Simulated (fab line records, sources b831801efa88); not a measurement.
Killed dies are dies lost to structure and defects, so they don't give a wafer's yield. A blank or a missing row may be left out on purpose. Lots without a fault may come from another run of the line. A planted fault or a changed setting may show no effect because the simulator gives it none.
Chamber matching | flow gf180mcu | GF_V5_CVD_02 on pecvd-01: 3 sister chambers
The step deposits SiO2 from TEOS, target thk 1450 nm, time 163.28 s. 6 wafers are shown with their chamber, then 12 later ones without.

WAFERS WITH THEIR CHAMBER
wafer  | chamber | heater_power_w (W)
L087.1 | 2       | 636
L087.2 | 0       | 890
L087.3 | 1       | 723
L087.4 | 1       | 766
L087.5 | 2       | 694
L087.6 | 0       | 705

WAFERS WITHOUT THEIR CHAMBER
wafer  | heater_power_w (W)
L091.1 | 728
L091.5 | 608
L091.6 | 555
L094.1 | 915
L094.2 | 725
L094.3 | 672
L095.1 | 685
L095.2 | 866
L095.3 | 745
L095.4 | 726
L095.5 | 767
L095.6 | 582

WHICH CHAMBER EACH WENT THROUGH
wafer  | from the rows above          | in truth
L091.1 | can't be placed: 1 or 2 or 0 | 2
L091.5 | can't be placed: 2 or 1 or 0 | 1
L091.6 | can't be placed: 2 or 1 or 0 | 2
L094.1 | can't be placed: 0 or 1 or 2 | 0
L094.2 | can't be placed: 1 or 2 or 0 | 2
L094.3 | can't be placed: 2 or 1 or 0 | 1
L095.1 | can't be placed: 2 or 1 or 0 | 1
L095.2 | can't be placed: 0 or 1 or 2 | 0
L095.3 | can't be placed: 1 or 0 or 2 | 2
L095.4 | can't be placed: 1 or 2 or 0 | 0
L095.5 | can't be placed: 1 or 0 or 2 | 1
L095.6 | can't be placed: 2 or 1 or 0 | 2
Placed correctly: 0 of 12. Can't be placed from these rows: 12 (the true chamber is among the candidates in 12). Placed wrongly: 0.
How it was worked out, from the rows above alone: a wafer's distance from a chamber is the root of the sum, over the readings, of the square of ((its reading less the chamber's mean) divided by the reading's scatter). The wafer belongs to the nearest chamber; if the next one is less than 2 further off, it can't be placed. A chamber's mean is the mean of its shown wafers. The scatter: the root of (the sum of the squares of (reading less its chamber's mean) over the shown wafers, divided by (wafers less chambers)).
